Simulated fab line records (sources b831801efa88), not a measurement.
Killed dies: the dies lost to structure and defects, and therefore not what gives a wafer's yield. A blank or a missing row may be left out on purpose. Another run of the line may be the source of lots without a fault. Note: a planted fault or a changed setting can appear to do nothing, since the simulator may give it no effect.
Which tool did it? | flow gf180mcu | 6 lots, 18 wafers sampled, at 3 steps of a route of 602

== WHAT THE GAUGES SHOWED, per wafer ==
GF_NWELL_TW_MEAS_11.
lot  | measured    | on            | NWELL_TW
L250 | day 3 14:02 | film_metro-03 | 1586 1582 1578
L257 | day 5 04:12 | film_metro-03 | 1560 1560 1558
L263 | day 6 13:00 | film_metro-04 | 1919 1916 1925
L266 | day 7 03:01 | film_metro-01 | 1568 1576 1561
L269 | day 7 20:17 | film_metro-01 | 1571 1564 1568
L271 | day 8 06:48 | film_metro-01 | 1574 1572 1572

== EACH LOT AND THE TOOL THAT RAN IT (in order: tool; ch and the chambers of the sampled wafers; start) ==
lot  | GF_DNWELL_STRIP_08                  | GF_NWELL_IMPLANT_08
L250 | plasma_asher-01 ch 0,1, day 3 00:05 | implanter-03 ch 0, day 3 13:40
L257 | plasma_asher-01 ch 0,1, day 4 13:58 | implanter-03 ch 0, day 5 03:50
L263 | plasma_asher-04 ch 0,1, day 5 21:25 | implanter-01 ch 0, day 6 12:15
L266 | plasma_asher-04 ch 0,1, day 6 11:43 | implanter-04 ch 0, day 7 02:38
L269 | plasma_asher-04 ch 0,1, day 7 04:13 | implanter-04 ch 0, day 7 19:53
L271 | plasma_asher-04 ch 0,1, day 7 14:29 | implanter-04 ch 0, day 8 06:25
- GF_DNWELL_STRIP_08: strips in O2/N2.
- GF_NWELL_IMPLANT_08

== THE ANSWER, worked out from the rows above alone ==
Rule: the usual values come from the lots themselves. Put in order of their means at a reading, lots are off if they are a third of the lots or fewer, leave a main group of 4 or more, and stand apart from it by a gap of 3 or more times the standard deviation of the main group's means; of several such gaps the widest counts. Not used: any main group whose means are identical at the precision the tables above print for the reading. Also off: a lot with no number at a reading for which 4 or more lots have one. All remaining lots with rows at the step are treated as sound.
Off: L263, at GF_NWELL_TW_MEAS_11 (NWELL_TW). For the main group the mean is 1570 and the standard deviation 7.4.
A tool fits if, at a process step before that reading, it ran every lot that is off, and no sound lot after the first of them. Gauges at GF_NWELL_TW_MEAS_11: tried the same way as those tools. Undecided on this evidence; 2 tools fit (implanter-01 at GF_NWELL_IMPLANT_08, film_metro-04 at GF_NWELL_TW_MEAS_11).

== WHAT HAD BEEN PUT IN BY THE SIMULATOR ==
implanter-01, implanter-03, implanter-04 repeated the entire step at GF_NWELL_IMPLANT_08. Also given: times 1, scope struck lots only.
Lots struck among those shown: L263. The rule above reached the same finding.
